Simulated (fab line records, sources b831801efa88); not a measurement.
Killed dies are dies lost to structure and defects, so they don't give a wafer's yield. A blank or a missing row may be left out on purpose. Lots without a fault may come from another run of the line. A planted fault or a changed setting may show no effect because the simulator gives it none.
Which tool did it? | flow gf180mcu | 12 lots, 36 wafers sampled, at 3 steps of a route of 602

WHAT THE GAUGES READ, wafer by wafer
GF_V4_RS_MEAS_24: measures by four-point-probe.
lot  | measured     | on            | V4_W_RS (ohm/sq)
L074 | day 24 21:12 | film_metro-03 | 0.3279 0.3281 0.3275
L077 | day 25 12:53 | film_metro-01 | 0.3238 0.3276 0.3290
L079 | day 26 00:44 | film_metro-02 | 0.3274 0.3256 0.3243
L081 | day 26 17:31 | film_metro-03 | 0.3276 0.3299 0.3287
L083 | day 27 08:13 | film_metro-02 | 0.3263 0.3316 0.3285
L085 | day 27 23:34 | film_metro-03 | 0.3258 0.3265 0.3279
L087 | day 28 22:22 | film_metro-01 | 0.3266 0.3292 0.3287
L089 | day 29 07:00 | film_metro-03 | 0.3275 0.3285 0.3298
L091 | day 30 09:37 | film_metro-03 | 0.3270 0.3250 0.3245
L093 | day 30 19:10 | film_metro-03 | 0.3235 0.3218 0.3233
L094 | day 31 10:20 | film_metro-03 | 0.3303 0.3298 0.3236
L097 | day 31 20:04 | film_metro-03 | 0.3230 0.3218 0.3266

WHICH TOOL RAN EACH LOT (tool, then ch and the chambers of the sampled wafers, then the start)
lot  | GF_M2_SPUTTER_03             | GF_M2_STRIP_17
L074 | pvd_sputter-01, day 18 18:03 | plasma_asher-04 ch 0,1, day 19 17:10
L077 | pvd_sputter-01, day 19 10:21 | plasma_asher-03 ch 0,1, day 20 10:46
L079 | pvd_sputter-03, day 20 00:57 | plasma_asher-04 ch 0,1, day 21 00:52
L081 | pvd_sputter-01, day 20 17:58 | plasma_asher-02 ch 0,1, day 21 18:07
L083 | pvd_sputter-03, day 21 10:31 | plasma_asher-02 ch 0,1, day 22 10:29
L085 | pvd_sputter-03, day 22 04:10 | plasma_asher-04 ch 0,1, day 23 03:32
L087 | pvd_sputter-03, day 23 05:32 | plasma_asher-02 ch 0,1, day 24 04:19
L089 | pvd_sputter-01, day 23 17:12 | plasma_asher-04 ch 0,1, day 24 15:54
L091 | pvd_sputter-03, day 25 01:02 | plasma_asher-03 ch 0,1, day 25 22:17
L093 | pvd_sputter-04, day 25 11:05 | plasma_asher-03 ch 0,1, day 26 08:21
L094 | pvd_sputter-03, day 26 05:43 | plasma_asher-02 ch 0,1, day 27 03:10
L097 | pvd_sputter-04, day 26 17:31 | plasma_asher-04 ch 0,1, day 27 14:04
- GF_M2_SPUTTER_03: material Ti, target thk 10 nm, time 6.7 s.
- GF_M2_STRIP_17: strips in O2/N2.

THE ANSWER, worked out from the rows above alone
Rule: what is usual is taken from the lots themselves. Put in order of their means at a reading, lots are off if they are a third of the lots or fewer, leave a main group of 4 or more, and stand apart from it by a gap of 3 or more times the standard deviation of the main group's means; of several such gaps the widest counts. A main group whose means are all the same, to the digits that the tables above print for the reading, isn't used. A lot without any number at a reading at which 4 lots or more have one is off too. The other lots that the step has rows for count as sound.
No lot is off at any reading shown: from this, nothing can be told.

WHAT THE SIMULATOR HAD PUT IN
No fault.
